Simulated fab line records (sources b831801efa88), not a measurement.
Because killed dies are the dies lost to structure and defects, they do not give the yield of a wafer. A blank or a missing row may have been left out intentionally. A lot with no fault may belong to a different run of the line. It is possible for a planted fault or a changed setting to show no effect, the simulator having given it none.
fab line records	flow sky130
record lots=6	wafers=18	last-day=49
route steps=708 shown PWDE@52 NWELL@56 PAD_OPEN@708
lots with no fault: from the same line, run without faults
start-h: start of the lot's first displayed wafer, in hours after the record's first day	wait-h: how many hours have passed since the lot's step before this one	" unchanged from the row above	L1.1+2: a single row standing in for several wafers	- either no value or no given start	* or withheld: withheld	< > ~ a bound
route shown NAME@n: a module of which the file shows steps, and the number in the route of the first	usual: mean/standard deviation taken from wafers without a fault	same: alike in all rows	chamber/n: place in a boat	sites: per-site readings	_std_site: standard deviation of those values	_edge_site: outer sites' mean less inner sites'	radius-mm: how far each site lies from the wafer's centre	mask NAME#n: copy n	behind: tool/chamber where the wafer was last shaped	hold: reason for holding the lot/hours on hold/outcome of the hold	device: the transistor (n, p or np) that didn't switch	end of line: the same wafers' tests at the end of the route	a step without rows: its recipe alone	killed: dies that structure and defects cost at the first sort, which is not the same as the wafer's yield	map: shows each die of a wafer: x if killed, . if not, _ if none is there
set.NAME: the setting the step ran with; set.NAME@STEP: the setting that earlier step ran with	model.NAME: the simulator's own value behind a step, which no gauge read
certain route steps with their lots: each step a table, each wafer a row
services: the hour from which a tool's chamber was out of use, counted from the record's first day as start-h (under 0 if before that day), plus the number of hours and why
## steps
# step SKY_PWDE_OVL_MEAS_07
# usual PWDE_OVL=-0.4/1.3
lot.wafer	tool	chamber	start-h	wait-h	PWDE_OVL[nm]
L820.1	overlay-02	-	93.38	-	0.8
L820.2	"	-	"	"	-0.6
L820.3	"	-	"	"	-1.6
L822.1	overlay-01	-	99.08	-	-0.5
L822.5	"	-	"	"	-1.8
L822.6	"	-	"	"	-0.6
L823.2	overlay-01	-	100.09	-	-1.4
L823.4	"	-	"	"	0.0
L823.5	"	-	"	"	-2.1
L827.1	overlay-02	-	124.83	-	-1.5
L827.4	"	-	"	"	-1.6
L827.6	"	-	"	"	-1.7
L832.2	overlay-01	-	146.29	-	-1.3
L832.4	"	-	"	"	-1.9
L832.6	"	-	"	"	0.2
L833.1	overlay-01	-	154.22	-	-0.3
L833.2	"	-	"	"	-0.8
L833.5	"	-	"	"	-0.6
# step SKY_PWDE_IMPLANT_08
# recipe species=B	energy-kev=150	dose-cm2=3.6e+12	tilt-deg=withheld
# step SKY_PWDE_STRIP_09
# recipe chemistry=O2/N2	power-w=1400	pressure-mtorr=1500	platen-temp-c=withheld	o2-flow-sccm=3000	n2-flow-sccm=300	overash-fraction=0.5
# usual drypump-motor-current-A=5.6/0.47	oes-product-au=0.722/0.0045	strip-time-to-endpoint-s=36.96/0.11
lot.wafer	tool	chamber	start-h	wait-h	drypump-motor-current-A	oes-product-au	rf-hours-counter-h	strip-time-to-endpoint-s
L820.1	plasma-asher-01	1	93.57	0.1	5.6	0.719	39	37.17
L820.2	"	0	"	"	6.4	0.721	39	37.07
L820.3	"	1	"	"	5.6	0.727	-	37.01
L822.1	plasma-asher-02	1	99.27	0.1	5.4	0.725	43	36.95
L822.5	"	1	"	"	5.4	0.717	-	37.01
L822.6	"	0	"	"	5.0	0.713	-	37.00
L823.2	plasma-asher-04	1	100.27	0.1	6.0	0.719	28	37.15
L823.4	"	0	"	"	5.7	0.730	-	37.20
L823.5	"	1	"	"	6.0	0.720	-	37.10
L827.1	plasma-asher-02	1	125.02	0.1	5.4	0.731	46	36.88
L827.4	"	0	"	"	5.0	0.719	-	36.76
L827.6	"	1	"	"	5.4	0.727	-	36.79
L832.2	plasma-asher-04	1	146.47	0.1	6.0	0.720	32	36.91
L832.4	"	0	"	"	5.8	0.719	-	36.97
L832.6	"	1	"	"	6.0	0.727	-	37.03
L833.1	plasma-asher-04	0	154.40	0.1	5.7	0.720	33	37.08
L833.2	"	1	"	"	6.0	0.714	33	37.04
L833.5	"	0	"	"	5.7	0.724	-	37.15
# step SKY_PWDE_TW_MEAS_10
# usual PWDE_TW=374/3.2
lot.wafer	tool	chamber	start-h	wait-h	PWDE_TW
L820.1	film-metro-02	-	93.67	0.1	373
L820.2	"	-	"	"	373
L820.3	"	-	"	"	374
L822.1	film-metro-02	-	99.37	0.1	373
L822.5	"	-	"	"	370
L822.6	"	-	"	"	369
L823.2	film-metro-04	-	100.38	0.1	375
L823.4	"	-	"	"	373
L823.5	"	-	"	"	375
L827.1	film-metro-03	-	125.12	0.1	376
L827.4	"	-	"	"	376
L827.6	"	-	"	"	379
L832.2	film-metro-04	-	146.58	0.1	374
L832.4	"	-	"	"	375
L832.6	"	-	"	"	375
L833.1	film-metro-03	-	154.50	0.1	376
L833.2	"	-	"	"	375
L833.5	"	-	"	"	375
# step SKY_NWELL_DEHYDRATE_03
# recipe temp-c=200	time-s=60
# step SKY_NWELL_HMDS_04
# recipe prime-time-s=60	prime-temp-c=120
# step SKY_NWELL_COAT_05
# recipe spin-rpm=2000	resist-thk-nm=3000
# step SKY_NWELL_SOFTBAKE_06
# recipe temp-c=110	time-s=withheld
# step SKY_NWELL_EXPOSE_07
# recipe mask-id=NWM	na=0.6	source-shape=conventional	sigma-outer=0.6	polarization=unpolarized	target-cd-nm=840	dose-mj=255
# step SKY_NWELL_PEB_08
# recipe temp-c=115	time-s=withheld
# step SKY_NWELL_DEVELOP_09
# recipe wall-angle-deg=90	developer=TMAH	develop-time-s=60	dev-temp-c=23
# step SKY_NWELL_OVL_MEAS_10
# usual NWELL_00_OVL=-1.7/1.6
lot.wafer	tool	chamber	start-h	wait-h	NWELL_00_OVL[nm]
L820.1	overlay-02	-	111.17	-	0.2
L820.2	"	-	"	"	-1.6
L820.3	"	-	"	"	-2.5
L822.1	overlay-01	-	117.10	-	-1.0
L822.5	"	-	"	"	-2.8
L822.6	"	-	"	"	-1.8
L823.2	overlay-02	-	118.49	-	0.2
L823.4	"	-	"	"	-3.3
L823.5	"	-	"	"	-1.5
L827.1	overlay-02	-	144.26	-	0.9
L827.4	"	-	"	"	1.2
L827.6	"	-	"	"	0.5
L832.2	overlay-01	-	166.16	-	-0.3
L832.4	"	-	"	"	-3.9
L832.6	"	-	"	"	-2.3
L833.1	overlay-01	-	174.25	-	-3.5
L833.2	"	-	"	"	-3.2
L833.5	"	-	"	"	-3.2
# step SKY_NWELL_IMPLANT_11
# recipe species=P	energy-kev=400	dose-cm2=1.9e+13	tilt-deg=withheld
# usual beam-energy-keV=399.98/0.13
lot.wafer	tool	chamber	start-h	wait-h	beam-energy-keV	model.implant.rp-nm	model.implant.drp-nm
L820.1	implanter-03	0	111.20	0.0	399.95	514.2	116.9
L820.2	"	0	"	"	399.94	514.2	116.9
L820.3	"	0	"	"	399.96	514.2	116.9
L822.1	implanter-01	0	117.14	0.0	400.14	496.5	116.9
L822.5	"	0	"	"	399.83	496.5	116.9
L822.6	"	0	"	"	399.94	496.5	116.9
L823.2	implanter-03	0	118.55	0.0	400.13	497.4	116.9
L823.4	"	0	"	"	400.22	497.4	116.9
L823.5	"	0	"	"	400.11	497.4	116.9
L827.1	implanter-02	0	144.29	0.0	399.98	484.6	116.9
L827.4	"	0	"	"	399.98	484.6	116.9
L827.6	"	0	"	"	399.90	484.6	116.9
L832.2	implanter-01	0	166.22	0.0	331.24	420.1	106.2
L832.4	"	0	"	"	331.10	420.1	106.2
L832.6	"	0	"	"	331.13	420.1	106.2
L833.1	implanter-01	0	174.29	0.0	331.01	416.6	106.2
L833.2	"	0	"	"	331.08	416.6	106.2
L833.5	"	0	"	"	331.19	416.6	106.2
# step SKY_NWELL_IMPLANT_12
# recipe species=P	energy-kev=120	dose-cm2=1.3e+12	tilt-deg=withheld
# step SKY_NWELL_IMPLANT_13
# recipe species=P	energy-kev=50	dose-cm2=7e+11	tilt-deg=withheld
# step SKY_NWELL_STRIP_14
# recipe chemistry=O2/N2	power-w=1400	pressure-mtorr=1500	platen-temp-c=withheld	o2-flow-sccm=3000	n2-flow-sccm=300	overash-fraction=0.5
# usual drypump-motor-current-A=5.6/0.57	oes-product-au=0.722/0.0046	strip-time-to-endpoint-s=36.92/0.12
lot.wafer	tool	chamber	start-h	wait-h	drypump-motor-current-A	oes-product-au	rf-hours-counter-h	strip-time-to-endpoint-s
L820.1	plasma-asher-04	1	111.65	0.1	6.0	0.717	29	36.96
L820.2	"	0	"	"	5.8	0.721	29	36.94
L820.3	"	0	"	"	5.8	0.721	-	36.91
L822.1	plasma-asher-02	0	117.59	0.1	4.9	0.719	45	36.83
L822.5	"	1	"	"	5.4	0.723	-	36.81
L822.6	"	0	"	"	4.9	0.724	-	36.81
L823.2	plasma-asher-04	1	118.97	0.1	6.0	0.719	29	36.82
L823.4	"	0	"	"	5.8	0.722	-	36.98
L823.5	"	0	"	"	5.8	0.718	-	36.83
L827.1	plasma-asher-04	0	144.74	0.1	5.8	0.724	32	36.97
L827.4	"	1	"	"	6.0	0.723	-	36.89
L827.6	"	0	"	"	5.8	0.723	-	36.77
L832.2	plasma-asher-03	0	166.64	0.1	4.9	0.733	5	36.97
L832.4	"	1	"	"	6.3	0.720	-	36.95
L832.6	"	0	"	"	4.9	0.721	-	37.06
L833.1	plasma-asher-02	0	174.74	0.1	4.9	0.726	51	36.96
L833.2	"	1	"	"	5.4	0.720	51	36.90
L833.5	"	0	"	"	4.9	0.721	-	36.92
# step SKY_NWELL_TW_MEAS_15
# usual NWELL_TW=1816/17
lot.wafer	tool	chamber	start-h	wait-h	NWELL_TW
L820.1	film-metro-03	-	111.75	0.1	1834
L820.2	"	-	"	"	1839
L820.3	"	-	"	"	1831
L822.1	film-metro-02	-	117.69	0.1	1811
L822.5	"	-	"	"	1815
L822.6	"	-	"	"	1817
L823.2	film-metro-04	-	119.08	0.1	1820
L823.4	"	-	"	"	1820
L823.5	"	-	"	"	1828
L827.1	film-metro-03	-	144.84	0.1	1832
L827.4	"	-	"	"	1826
L827.6	"	-	"	"	1833
L832.2	film-metro-02	-	166.75	0.1	1775
L832.4	"	-	"	"	1773
L832.6	"	-	"	"	1767
L833.1	film-metro-02	-	174.84	0.1	1756
L833.2	"	-	"	"	1752
L833.5	"	-	"	"	1763
# step SKY_NWELL_DEHYDRATE_16
# recipe temp-c=200	time-s=60
# step SKY_NWELL_HMDS_17
# recipe prime-time-s=60	prime-temp-c=120
# step SKY_NWELL_COAT_18
# recipe spin-rpm=2000	resist-thk-nm=3000
# step SKY_NWELL_SOFTBAKE_19
# recipe temp-c=110	time-s=withheld
# step SKY_NWELL_EXPOSE_20
# recipe mask-id=NWM_COMPLEMENT	na=0.6	source-shape=conventional	sigma-outer=0.6	polarization=unpolarized	target-cd-nm=840	dose-mj=260
# step SKY_NWELL_PEB_21
# recipe temp-c=115	time-s=withheld
# step SKY_NWELL_DEVELOP_22
# recipe wall-angle-deg=90	developer=TMAH	develop-time-s=60	dev-temp-c=23
# step SKY_NWELL_OVL_MEAS_23
# usual NWELL_01_OVL=-0.5/1.4
lot.wafer	tool	chamber	start-h	wait-h	NWELL_01_OVL[nm]
L820.1	overlay-02	-	130.61	-	0.0
L820.2	"	-	"	"	-0.1
L820.3	"	-	"	"	0.4
L822.1	overlay-01	-	136.61	-	-1.2
L822.5	"	-	"	"	-1.5
L822.6	"	-	"	"	-3.0
L823.2	overlay-02	-	137.44	-	-0.3
L823.4	"	-	"	"	0.1
L823.5	"	-	"	"	-1.7
L827.1	overlay-02	-	164.77	-	-3.1
L827.4	"	-	"	"	-1.4
L827.6	"	-	"	"	-1.1
L832.2	overlay-01	-	187.21	-	-0.5
L832.4	"	-	"	"	-1.3
L832.6	"	-	"	"	0.8
L833.1	overlay-01	-	195.59	-	2.0
L833.2	"	-	"	"	1.0
L833.5	"	-	"	"	-0.1
# step SKY_NWELL_IMPLANT_24
# recipe species=B	energy-kev=140	dose-cm2=9.2e+12	tilt-deg=withheld
# step SKY_NWELL_STRIP_25
# recipe chemistry=O2/N2	power-w=1400	pressure-mtorr=1500	platen-temp-c=withheld	o2-flow-sccm=3000	n2-flow-sccm=300	overash-fraction=0.5
# usual drypump-motor-current-A=5.4/0.5	oes-product-au=0.722/0.0042	strip-time-to-endpoint-s=36.92/0.11
lot.wafer	tool	chamber	start-h	wait-h	drypump-motor-current-A	oes-product-au	rf-hours-counter-h	strip-time-to-endpoint-s
L820.1	plasma-asher-02	0	130.79	0.1	5.0	0.720	46	37.10
L820.2	"	1	"	"	5.4	0.720	46	37.05
L820.3	"	1	"	"	5.4	0.718	-	37.24
L822.1	plasma-asher-02	0	136.79	0.1	4.9	0.727	47	37.03
L822.5	"	1	"	"	5.4	0.718	-	36.94
L822.6	"	0	"	"	5.0	0.720	-	36.89
L823.2	plasma-asher-03	0	137.62	0.1	4.9	0.721	2	36.95
L823.4	"	1	"	"	6.3	0.718	-	36.95
L823.5	"	1	"	"	6.4	0.719	-	36.98
L827.1	plasma-asher-04	0	164.95	0.1	5.8	0.723	34	36.95
L827.4	"	1	"	"	6.0	0.711	-	36.92
L827.6	"	0	"	"	5.8	0.725	-	36.90
L832.2	plasma-asher-02	0	187.39	0.1	4.9	0.717	52	36.87
L832.4	"	1	"	"	5.4	0.719	-	36.89
L832.6	"	1	"	"	5.4	0.722	-	36.99
L833.1	plasma-asher-03	0	195.77	0.1	4.9	0.721	7	36.95
L833.2	"	1	"	"	6.3	0.723	7	37.08
L833.5	"	1	"	"	6.3	0.726	-	37.04
# step SKY_NWELL_TW_MEAS_26
# usual NWELL_2_TW=497/4.3
lot.wafer	tool	chamber	start-h	wait-h	NWELL_2_TW
L820.1	film-metro-04	-	130.89	0.1	505
L820.2	"	-	"	"	504
L820.3	"	-	"	"	503
L822.1	film-metro-04	-	136.89	0.1	503
L822.5	"	-	"	"	503
L822.6	"	-	"	"	504
L823.2	film-metro-04	-	137.73	0.1	499
L823.4	"	-	"	"	499
L823.5	"	-	"	"	504
L827.1	film-metro-03	-	165.05	0.1	498
L827.4	"	-	"	"	498
L827.6	"	-	"	"	495
L832.2	film-metro-04	-	187.50	0.1	499
L832.4	"	-	"	"	499
L832.6	"	-	"	"	498
L833.1	film-metro-02	-	195.87	0.1	491
L833.2	"	-	"	"	489
L833.5	"	-	"	"	491
# step SKY_NWELL_CLEAN_27
# recipe chemistry=SC1/SC2	mix=1:4:20	temp-c=70	time-s=150	dry=n2-spin
# step SKY_NWELL_RTA_28
# recipe temp-c=1050	time-s=30	idle-temp-c=650	ramp-up-c-per-s=150	ramp-down-c-per-s=90	ambient=N2
# usual lamp-power-pct=25.31/0.057	wafer_temp_C_max=1054.9/0.94
lot.wafer	tool	chamber	start-h	wait-h	lamp-power-pct	wafer_temp_C_max
L820.1	rtp-anneal-01	0	131.01	0.0	25.26	1056.0
L820.2	"	0	"	"	25.23	1053.8
L820.3	"	0	"	"	25.23	1055.2
L822.1	rtp-anneal-01	0	137.00	0.0	25.30	1053.6
L822.5	"	0	"	"	25.27	1055.7
L822.6	"	0	"	"	25.19	1054.8
L823.2	rtp-anneal-02	0	137.85	0.0	25.37	1055.1
L823.4	"	0	"	"	25.24	1055.4
L823.5	"	0	"	"	25.30	1054.8
L827.1	rtp-anneal-01	0	165.17	0.0	25.31	1053.7
L827.4	"	0	"	"	25.28	1054.4
L827.6	"	0	"	"	25.35	1056.5
L832.2	rtp-anneal-01	0	187.62	0.0	25.31	1054.4
L832.4	"	0	"	"	25.30	1054.0
L832.6	"	0	"	"	25.35	1054.1
L833.1	rtp-anneal-02	0	195.98	0.0	25.24	1054.8
L833.2	"	0	"	"	25.32	1053.0
L833.5	"	0	"	"	25.20	1056.9
# step SKY_NWELL_RS_MEAS_29
# recipe thk-meas-gauge=four-point-probe
# usual NWELL_RS=625.6/1.9
lot.wafer	tool	chamber	start-h	wait-h	NWELL_RS[ohm/sq]
L820.1	film-metro-03	-	131.11	0.1	622.9
L820.2	"	-	"	"	624.3
L820.3	"	-	"	"	621.4
L822.1	film-metro-02	-	137.10	0.1	623.8
L822.5	"	-	"	"	622.0
L822.6	"	-	"	"	622.9
L823.2	film-metro-03	-	137.95	0.1	623.1
L823.4	"	-	"	"	625.0
L823.5	"	-	"	"	625.1
L827.1	film-metro-04	-	165.27	0.1	626.7
L827.4	"	-	"	"	627.2
L827.6	"	-	"	"	626.7
L832.2	film-metro-02	-	187.72	0.1	653.0
L832.4	"	-	"	"	653.6
L832.6	"	-	"	"	653.8
L833.1	film-metro-04	-	196.08	0.1	657.5
L833.2	"	-	"	"	657.6
L833.5	"	-	"	"	657.5
# step SKY_PAD_OPEN_PROBE_99
# usual killed_at_M0_to_M3=43/7	killed_at_M4_up=3.1/1.9	killed-at-contacts=25/6.1	killed-at-front-end=15/4.5	killed-at-other=0.3/0.55	killed-dies=87/8.9	killed-open=47/6.4	killed-short=40/6.6
# same gross-dies=492	killed-at-back-side=0
lot.wafer	tool	chamber	start-h	wait-h	killed_at_M0_to_M3	killed_at_M4_up	killed-at-contacts	killed-at-front-end	killed-at-other	killed-dies	killed-open	killed-short	model.etest.pfet_16v.r-on-ohm-um	model.etest.res-nwell.line-ohm-um	model.etest.res-nwell.rs-ohm-sq	model.etest.nfet_16v.r-on-ohm-um	model.etest.pfet-g5v0d10v5.r-on-ohm-um	model.etest.tip_p_5v.rs-ohm-sq	model.etest.tip-p.rs-ohm-sq	model.etest.res-nwell.width-nm
L820.1	prober-01	-	1109.12	0.1	49	2	25	10	0	86	41	45	1.473e+04	1059	878.1	1.431e+04	4715	2866	6883	828.8
L820.2	prober-01	-	1109.17	0.1	39	5	27	12	0	83	47	35	1.48e+04	1068	888.9	1.444e+04	4827	2846	6902	831.3
L820.3	prober-01	-	1109.22	0.2	40	4	35	13	0	92	47	44	1.46e+04	1036	860.5	1.435e+04	4783	2846	6918	827.9
L822.1	prober-02	-	1110.62	0.1	36	4	32	11	0	83	41	42	1.501e+04	1104	936.2	1.381e+04	4721	2866	6741	841.2
L822.5	prober-02	-	1110.82	0.2	55	4	27	11	0	97	47	50	1.487e+04	1115	932.6	1.373e+04	4648	2861	6731	844.1
L822.6	prober-02	-	1110.87	0.2	43	3	38	14	2	100	45	55	1.519e+04	1131	937.8	1.381e+04	4730	2852	6754	848.1
L823.2	prober-01	-	1114.99	0.1	43	6	26	22	0	97	54	43	1.556e+04	1146	960.2	1.432e+04	4875	2877	6921	838.5
L823.4	prober-01	-	1115.09	0.2	46	2	20	23	1	92	49	42	1.601e+04	1175	984.9	1.437e+04	4840	2875	6908	838.2
L823.5	prober-01	-	1115.14	0.2	49	7	36	23	0	115	71	43	1.545e+04	1131	949	1.438e+04	4880	2860	6945	832
L827.1	prober-01	-	1137.51	0.1	54	1	25	17	1	98	52	46	1.56e+04	1221	1014	1.404e+04	4865	2914	6845	834.5
L827.4	prober-01	-	1137.66	0.2	44	3	23	16	1	87	52	35	1.561e+04	1219	1004	1.409e+04	4856	2896	6818	833.8
L827.6	prober-01	-	1137.76	0.2	48	6	20	14	0	88	44	44	1.561e+04	1204	1005	1.392e+04	4859	2894	6890	836.6
L833.1	prober-01	-	1165.04	0.1	54	2	30	16	0	102	54	48	1.583e+04	1779	1444	1.43e+04	4909	3059	6966	816.4
L833.2	prober-01	-	1165.09	0.1	58	2	33	10	0	103	58	44	1.572e+04	1694	1400	1.414e+04	4888	3060	6918	814.7
L833.5	prober-01	-	1165.24	0.2	38	4	25	15	0	82	46	35	1.575e+04	1740	1412	1.398e+04	4879	3034	6919	813.2
# killed by level:class
L820.1 CONTACT:geometric-particle:open=9 VIA1:geometric-particle:open=9 METAL3:geometric-particle:short=7 LI_CONTACT:geometric-particle:short=6 METAL2:geometric-particle:short=6 FIELD_ISO:geometric-particle:open=5 METAL1:geometric-particle:short=5 VIA2:geometric-particle:open=5
L820.2 LI_CONTACT:geometric-particle:open=12 VIA1:geometric-particle:open=8 CONTACT:geometric-particle:open=7 VIA1:geometric-particle:short=7 VIA2:geometric-particle:open=6 VIA3:geometric-particle:open=5 METAL2:geometric-particle:short=4 FIELD_ISO:geometric-particle:short=3
L820.3 CONTACT:geometric-particle:open=12 LI_CONTACT:geometric-particle:open=11 VIA3:geometric-particle:open=9 METAL1:geometric-particle:short=7 CONTACT:geometric-particle:short=5 METAL2:geometric-particle:short=5 VIA1:geometric-particle:open=5 POLY_GATE:geometric-particle:short=4
L822.1 CONTACT:geometric-particle:short=9 LOCAL_INTERCONNECT:geometric-particle:short=8 VIA2:geometric-particle:open=8 LI_CONTACT:geometric-particle:open=7 CONTACT:geometric-particle:open=6 VIA1:geometric-particle:open=6 METAL2:geometric-particle:short=6 FIELD_ISO:geometric-particle:short=4
L822.5 VIA1:geometric-particle:open=13 LI_CONTACT:geometric-particle:open=8 CONTACT:geometric-particle:open=8 METAL1:geometric-particle:short=8 METAL2:geometric-particle:short=6 CONTACT:geometric-particle:short=5 FIELD_ISO:geometric-particle:short=5 LOCAL_INTERCONNECT:geometric-particle:short=5
L822.6 CONTACT:geometric-particle:short=11 VIA2:geometric-particle:open=8 CONTACT:geometric-particle:open=8 LI_CONTACT:geometric-particle:open=7 LOCAL_INTERCONNECT:geometric-particle:short=6 VIA1:geometric-particle:open=6 VIA3:geometric-particle:open=6 METAL2:geometric-particle:short=6
L823.2 VIA1:geometric-particle:open=11 FIELD_ISO:geometric-particle:short=8 CONTACT:geometric-particle:open=8 VIA3:geometric-particle:open=8 FIELD_ISO:geometric-particle:open=7 LI_CONTACT:geometric-particle:open=7 VIA1:geometric-particle:short=7 VIA2:geometric-particle:open=7
L823.4 VIA1:geometric-particle:short=9 VIA1:geometric-particle:open=9 LI_CONTACT:geometric-particle:open=8 FIELD_ISO:geometric-particle:open=6 POLY_GATE:geometric-particle:short=5 VIA3:geometric-particle:open=5 VIA2:geometric-particle:open=4 METAL1:geometric-particle:short=4
L823.5 VIA1:geometric-particle:open=13 CONTACT:geometric-particle:open=12 LI_CONTACT:geometric-particle:open=11 VIA3:geometric-particle:open=11 POLY_GATE:geometric-particle:open=7 FIELD_ISO:geometric-particle:short=6 METAL4:geometric-particle:short=6 VIA2:geometric-particle:open=5
L827.1 CONTACT:geometric-particle:open=11 VIA1:geometric-particle:open=10 METAL2:geometric-particle:short=9 VIA3:geometric-particle:open=8 VIA2:geometric-particle:open=7 FIELD_ISO:geometric-particle:short=6 LI_CONTACT:geometric-particle:open=6 METAL1:geometric-particle:short=5
L827.4 VIA1:geometric-particle:open=10 VIA2:geometric-particle:open=10 CONTACT:geometric-particle:open=9 CONTACT:geometric-particle:short=8 VIA3:geometric-particle:open=5 FIELD_ISO:geometric-particle:open=4 METAL2:geometric-particle:short=4 VIA2:geometric-particle:short=4
L827.6 VIA1:geometric-particle:open=22 CONTACT:geometric-particle:open=7 FIELD_ISO:geometric-particle:short=6 METAL1:geometric-particle:short=5 METAL2:geometric-particle:short=5 METAL4:geometric-particle:short=5 LOCAL_INTERCONNECT:geometric-particle:short=4 VIA1:geometric-particle:short=4
L833.1 LI_CONTACT:geometric-particle:open=10 VIA2:geometric-particle:open=10 CONTACT:geometric-particle:open=9 METAL1:geometric-particle:short=7 VIA1:geometric-particle:open=7 METAL3:geometric-particle:short=7 POLY_GATE:geometric-particle:short=6 VIA1:geometric-particle:short=6
L833.2 CONTACT:geometric-particle:open=14 VIA2:geometric-particle:open=13 LI_CONTACT:geometric-particle:open=9 VIA3:geometric-particle:open=8 VIA1:geometric-particle:open=8 METAL1:geometric-particle:short=7 FIELD_ISO:geometric-particle:short=4 LOCAL_INTERCONNECT:geometric-particle:short=4
L833.5 CONTACT:geometric-particle:open=11 VIA1:geometric-particle:short=8 VIA1:geometric-particle:open=8 METAL1:geometric-particle:short=7 LI_CONTACT:geometric-particle:open=5 LI_CONTACT:geometric-particle:short=4 FIELD_ISO:geometric-particle:open=3 METAL4:geometric-particle:short=3
## services
tool	chamber	start-h	hours	kind
plasma-asher-03	-	108.75	9.0	pm
plasma-asher-03	0	108.75	9.0	vent-cycle
plasma-asher-03	1	108.75	9.0	vent-cycle
implanter-02	-	110.16	1.5	repair
plasma-asher-03	-	110.28	3.5	repair
plasma-asher-04	-	112.68	1.3	repair
plasma-asher-03	0	117.75	-	clean
plasma-asher-03	1	117.75	-	clean
implanter-03	-	127.09	0.7	repair
plasma-asher-02	-	153.70	0.9	repair
plasma-asher-02	-	184.78	1.8	repair
## key
first-sign step=SKY_NWELL_IMPLANT_11	reading=beam-energy-keV	direction=down	sigmas=99+	usual=*	struck=*
effect step=SKY_NWELL_TW_MEAS_15	reading=NWELL_TW	direction=down	sigmas=3	usual=1816	struck=1764
effect step=SKY_NWELL_RS_MEAS_29	reading=NWELL_RS	direction=up	sigmas=16	usual=625.6	struck=655.5
model-effect step=SKY_NWELL_IMPLANT_11	value=implant.rp-nm	without=497.6	struck=418.3
model-effect step=SKY_PAD_OPEN_PROBE_99	value=etest.pfet_16v.r-on-ohm-um	without=1.486e+04	struck=1.577e+04
met-at SKY_NWELL_IMPLANT_11
struck-wafers L832.2,L832.4,L832.6,L833.1,L833.2,L833.5
rows-end L832.2,L832.4,L832.6
tester-left-out L833
onset-between 117.14 166.22
fault kind=process-parameter-drift	tool=implanter-01	chamber=-	onset-h=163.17	steps=SKY_NWELL_IMPLANT_11	channel=energy-kev	offset=*	shape=step	end-h=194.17	acts-in=*	stated=*
# tester-left-out: of these lots the tester's yield and bins aren't shown, on N5 and GAA mostly nor the transistor test; their killed dies are dies lost to structure and defects alone, not to doping, threshold or leakage, so they don't give the yield
# rows-end: these wafers met a further fault down the route, and their rows from its step on are left out
